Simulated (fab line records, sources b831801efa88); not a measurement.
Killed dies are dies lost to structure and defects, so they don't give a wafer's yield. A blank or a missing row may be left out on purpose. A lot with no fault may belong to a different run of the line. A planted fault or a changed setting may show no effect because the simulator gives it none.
The tool behind it: which one? || flow sky130 || Sampling: 11 lots, 31 wafers, 2 of 708 route steps

## WHAT THE GAUGES SHOWED, per wafer
SKY_POLY_CUT_OVL_MEAS_09.
{"lot": "L189", "measured": "day 24 10:33", "on": "overlay-02", "POLY_CUT_OVL (nm)": "8 -6 -1"}
{"lot": "L191", "measured": "day 25 08:18", "on": "overlay-02", "POLY_CUT_OVL (nm)": "-5 -5 -3"}
{"lot": "L193", "measured": "day 26 00:58", "on": "overlay-02", "POLY_CUT_OVL (nm)": "-5 -7 -6"}
{"lot": "L194", "measured": "day 26 09:07", "on": "overlay-02", "POLY_CUT_OVL (nm)": "-12 -14"}
{"lot": "L196", "measured": "day 27 02:55", "on": "overlay-02", "POLY_CUT_OVL (nm)": "-10 -8"}
{"lot": "L203", "measured": "day 29 07:25", "on": "overlay-01", "POLY_CUT_OVL (nm)": "-2 -2 6"}
{"lot": "L206", "measured": "day 30 11:52", "on": "overlay-01", "POLY_CUT_OVL (nm)": "-12 -10 -7"}
{"lot": "L207", "measured": "day 30 17:12", "on": "overlay-01", "POLY_CUT_OVL (nm)": "-7 -5 -6"}
{"lot": "L208", "measured": "day 30 22:31", "on": "overlay-01", "POLY_CUT_OVL (nm)": "-8 -1 -2"}
{"lot": "L209", "measured": "day 31 13:22", "on": "overlay-01", "POLY_CUT_OVL (nm)": "-7 -6 -9"}
{"lot": "L211", "measured": "day 33 06:19", "on": "overlay-01", "POLY_CUT_OVL (nm)": "-9 3 -2"}

## EACH LOT AND THE TOOL THAT RAN IT (in order: tool; ch and the chambers of the sampled wafers; start)
{"lot": "L189", "SKY_LDD_LDN_STRIP_12": "plasmaAsher-03 ch 1, day 23 03:16"}
{"lot": "L191", "SKY_LDD_LDN_STRIP_12": "plasmaAsher-04 ch 0,1, day 24 00:02"}
{"lot": "L193", "SKY_LDD_LDN_STRIP_12": "plasmaAsher-02 ch 0,1, day 24 18:47"}
{"lot": "L194", "SKY_LDD_LDN_STRIP_12": "plasmaAsher-03 ch 0, day 25 02:23"}
{"lot": "L196", "SKY_LDD_LDN_STRIP_12": "plasmaAsher-04 ch 0, day 25 20:20"}
{"lot": "L203", "SKY_LDD_LDN_STRIP_12": "plasmaAsher-03 ch 0,1, day 28 00:58"}
{"lot": "L206", "SKY_LDD_LDN_STRIP_12": "plasmaAsher-03 ch 1, day 29 06:23"}
{"lot": "L207", "SKY_LDD_LDN_STRIP_12": "plasmaAsher-03 ch 0,1, day 29 11:22"}
{"lot": "L208", "SKY_LDD_LDN_STRIP_12": "plasmaAsher-02 ch 0,1, day 29 17:46"}
{"lot": "L209", "SKY_LDD_LDN_STRIP_12": "plasmaAsher-02 ch 0,1, day 30 02:46"}
{"lot": "L211", "SKY_LDD_LDN_STRIP_12": "plasmaAsher-02 ch 0,1, day 31 12:49"}
- SKY_LDD_LDN_STRIP_12: strips in O2/N2.

## THE ANSWER, worked out from the rows above alone
Rule: usual is defined by the lots themselves. Put in order of their means at a reading, lots are off if they are a third of the lots or fewer, leave a main group of 4 or more, and stand apart from it by a gap of 3 or more times the standard deviation of the main group's means; of several such gaps the widest counts. A main group whose means are all the same, to the digits that the tables above print for the reading, isn't used. A lot without any number at a reading at which 4 lots or more have one is off too. All remaining lots with rows at the step are treated as sound.
Across all readings shown, no lot is off: no conclusion can be drawn from this.

## WHAT THE SIMULATOR HAD INSERTED
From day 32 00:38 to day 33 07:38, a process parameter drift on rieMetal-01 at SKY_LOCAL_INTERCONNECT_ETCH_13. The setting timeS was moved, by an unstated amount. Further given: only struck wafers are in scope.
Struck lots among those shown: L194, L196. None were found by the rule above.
